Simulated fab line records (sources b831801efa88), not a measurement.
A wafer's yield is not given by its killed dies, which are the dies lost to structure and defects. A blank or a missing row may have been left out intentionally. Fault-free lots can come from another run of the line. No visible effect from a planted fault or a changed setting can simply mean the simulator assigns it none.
A struck lot beside a sound one + flow sky130 + 42 steps out of a route of 708
Sound: wafers L577.1, L577.2, L577.6. Struck: wafers L566.2, L566.3, L566.4. The cause is named last.
Order at every step that has rows: each side's tool, ch and its chambers, its first start. Under that, the readings that differ: sound wafers + struck wafers + difference of the means + sigmas: that difference in standard deviations of wafers without a fault.
alike: readings with means less than 2 such deviations apart, plus words and numbers identical on both sides. not compared: withheld readings, readings lacking a value on some wafer, bounds such as >300 that could conceal the same value, and numbers that have no deviation in the record and whose values overlap.
The two part at a step that has a row with sigmas, a row that says differs or no value, or rows on one side only. Numbers that don't overlap but have no deviation are shown without sigmas and don't part them. Lack of a reading on every wafer of one side parts them only where that side has two or more wafers.

first, 1 step without rows for these wafers: SKY_PWDE_IMPLANT_08.
SKY_PWDE_STRIP_09: strips in O2/N2.
  sound on plasma_asher-02 ch 0,1, day 8 05:12; struck on plasma_asher-02 ch 0,1, day 5 13:09
| reading                      | sound             | struck            | difference | sigmas |
|------------------------------|-------------------|-------------------|------------|--------|
| strip_time_to_endpoint_s (s) | 37.03 36.98 37.05 | 36.78 36.73 36.84 | -0.24      | -2     |
  alike: drypump_motor_current_A, oes_product_au
  not compared: rf_hours_counter_h
SKY_PWDE_TW_MEAS_10:
  struck on film_metro-01, day 5 13:16; sound on film_metro-03, day 8 05:18
  alike: PWDE_TW
then, 7 steps without rows for these wafers: SKY_NWELL_DEHYDRATE_03 (time 60 s); SKY_NWELL_HMDS_04 (prime time 60 s); SKY_NWELL_COAT_05 (resist thk 3000 nm); SKY_NWELL_SOFTBAKE_06; SKY_NWELL_EXPOSE_07 (exposes mask NWM, target cd 840 nm); SKY_NWELL_PEB_08; SKY_NWELL_DEVELOP_09 (develop time 61.01 s).
SKY_NWELL_OVL_MEAS_10:
  struck on overlay-02, day 6 07:37; sound on overlay-02, day 9 02:34
  alike: NWELL_00_OVL
then, 1 step without rows for these wafers: SKY_NWELL_IMPLANT_11.
SKY_NWELL_IMPLANT_12:
  sound on implanter-04 ch 0, day 9 02:45; struck on implanter-02 ch 0, day 6 07:49
  alike: faraday_current_uA
then, 1 step without rows for these wafers: SKY_NWELL_IMPLANT_13.
SKY_NWELL_STRIP_14: strips in O2/N2.
  sound on plasma_asher-04 ch 0,1, day 9 03:03; struck on plasma_asher-03 ch 0,1, day 6 08:06
  alike: drypump_motor_current_A, oes_product_au, strip_time_to_endpoint_s
  not compared: rf_hours_counter_h
SKY_NWELL_TW_MEAS_15:
  struck on film_metro-01, day 6 08:13; sound on film_metro-03, day 9 03:09
| reading  | sound          | struck         | difference | sigmas |
|----------|----------------|----------------|------------|--------|
| NWELL_TW | 1822 1806 1813 | 1851 1855 1849 | +38        | +3     |
then, 7 steps without rows for these wafers: SKY_NWELL_DEHYDRATE_16 (time 60 s); SKY_NWELL_HMDS_17 (prime time 60 s); SKY_NWELL_COAT_18 (resist thk 3000 nm); SKY_NWELL_SOFTBAKE_19; SKY_NWELL_EXPOSE_20 (exposes mask NWM COMPLEMENT, target cd 840 nm); SKY_NWELL_PEB_21; SKY_NWELL_DEVELOP_22 (develop time 60 s).
SKY_NWELL_OVL_MEAS_23:
  struck on overlay-01, day 7 02:43; sound on overlay-01, day 10 01:34
  alike: NWELL_01_OVL
then, 1 step without rows for these wafers: SKY_NWELL_IMPLANT_24.
SKY_NWELL_STRIP_25: strips in O2/N2.
  sound on plasma_asher-03 ch 0,1, day 10 01:45; struck on plasma_asher-04 ch 0,1, day 7 02:53
  alike: drypump_motor_current_A, oes_product_au, strip_time_to_endpoint_s
  not compared: rf_hours_counter_h
SKY_NWELL_TW_MEAS_26:
  struck on film_metro-01, day 7 03:00; sound on film_metro-01, day 10 01:51
  alike: NWELL_2_TW
then, 1 step without rows for these wafers: SKY_NWELL_CLEAN_27 (cleans in SC1/SC2, time 155.1 s).
SKY_NWELL_RTA_28: time 30 s.
  sound on rtp_anneal-01 ch 0, day 10 01:58; struck on rtp_anneal-02 ch 0, day 7 03:07
  alike: lamp_power_pct, ramp_up_c_per_s, wafer_temp_C_max
SKY_NWELL_RS_MEAS_29: measurement is done with a four-point probe.
  struck on film_metro-04, day 7 03:13; sound on film_metro-03, day 10 02:04
  alike: NWELL_RS
SKY_NWELL_RS_MEAS_31: measurement is done with a four-point probe.
  struck on film_metro-04, day 7 03:28; sound on film_metro-03, day 10 02:18
  alike: PWDE_RS
then, 7 steps without rows for these wafers: SKY_VT_ADJUST_HVTP_DEHYDRATE_00 (time 60 s); SKY_VT_ADJUST_HVTP_HMDS_01 (prime time 60 s); SKY_VT_ADJUST_HVTP_COAT_02 (resist thk 1140 nm); SKY_VT_ADJUST_HVTP_SOFTBAKE_03 (time 60 s); SKY_VT_ADJUST_HVTP_EXPOSE_04 (exposes mask HVTPM, target cd 380 nm); SKY_VT_ADJUST_HVTP_PEB_05; SKY_VT_ADJUST_HVTP_DEVELOP_06 (develop time 60 s).
SKY_VT_ADJUST_HVTP_CD_MEAS_07: target cd 380 nm.
  struck on cd_sem-01, day 7 23:02; sound on cd_sem-02, day 11 01:10
  alike: cd_nm
SKY_VT_ADJUST_HVTP_OVL_MEAS_08:
  struck on overlay-02, day 7 23:08; sound on overlay-02, day 11 01:17
  alike: VT_ADJUST_HVTP_OVL
then, 1 step without rows for these wafers: SKY_VT_ADJUST_HVTP_IMPLANT_09.
-- here the record skips 40 days between the struck wafers' starts before and after, leaving off in module VT_ADJUST_HVTP and picking up in module PAD_OPEN (first step shown: number 708 of the route) --
SKY_PAD_OPEN_PROBE_99:
  record: rows for the struck wafers here (prober-01, day 47 18:35), none for the sound ones

## WHERE THEY PART
Last at SKY_PAD_OPEN_PROBE_99 as far as this record goes, first at SKY_PWDE_STRIP_09.

WHY: whatever the simulator had introduced
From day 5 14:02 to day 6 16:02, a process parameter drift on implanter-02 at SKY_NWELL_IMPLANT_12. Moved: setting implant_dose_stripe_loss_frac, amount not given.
